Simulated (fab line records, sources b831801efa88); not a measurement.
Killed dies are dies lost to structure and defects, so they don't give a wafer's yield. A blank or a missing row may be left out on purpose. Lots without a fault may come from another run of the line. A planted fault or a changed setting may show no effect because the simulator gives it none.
Chamber matching | flow gf180mcu | GF_POLY_GATE_ETCH_12 on rie_diel-02: 4 sister chambers
The step etches BARC in N2/H2. 7 wafers are shown with their chamber, then 7 later ones without.

WAFERS WITH THEIR CHAMBER
wafer  | chamber | oes_product_au (a.u.) | throttle_valve_pct (%)
L136.3 | 2       | 0.723                 | 13.204
L144.5 | 0       | 0.739                 | 13.210
L149.2 | 3       | 0.738                 | 13.225
L149.4 | 1       | 0.737                 | 13.223
L149.6 | 3       | 0.733                 | 13.204
L150.1 | 1       | 0.734                 | 13.207
L150.3 | 0       | 0.739                 | 13.226

WAFERS WITHOUT THEIR CHAMBER
wafer  | oes_product_au (a.u.) | throttle_valve_pct (%)
L150.5 | 0.741                 | 13.206
L158.2 | 0.738                 | 13.210
L158.4 | 0.734                 | 13.218
L158.5 | 0.739                 | 13.216
L159.3 | 0.730                 | 13.207
L159.4 | 0.740                 | 13.208
L159.5 | 0.736                 | 13.209

WHICH CHAMBER EACH WENT THROUGH
wafer  | from the rows above               | in truth
L150.5 | can't be placed: 0 or 3 or 1      | 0
L158.2 | can't be placed: 0 or 3 or 1      | 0
L158.4 | can't be placed: 1 or 3 or 0      | 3
L158.5 | can't be placed: 0 or 1 or 3      | 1
L159.3 | can't be placed: 3 or 1 or 2 or 0 | 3
L159.4 | can't be placed: 0 or 3 or 1      | 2
L159.5 | can't be placed: 3 or 1 or 0      | 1
Placed correctly: 0 of 7. Can't be placed from these rows: 7 (the true chamber is among the candidates in 6). Placed wrongly: 0.
How it was worked out, from the rows above alone: a wafer's distance from a chamber is the root of the sum, over the readings, of the square of ((its reading less the chamber's mean) divided by the reading's scatter). The wafer belongs to the nearest chamber; if the next one is less than 2 further off, it can't be placed. A chamber's mean is the mean of its shown wafers. The scatter: the root of (the sum of the squares of (reading less its chamber's mean) over the shown wafers, divided by (wafers less chambers)).
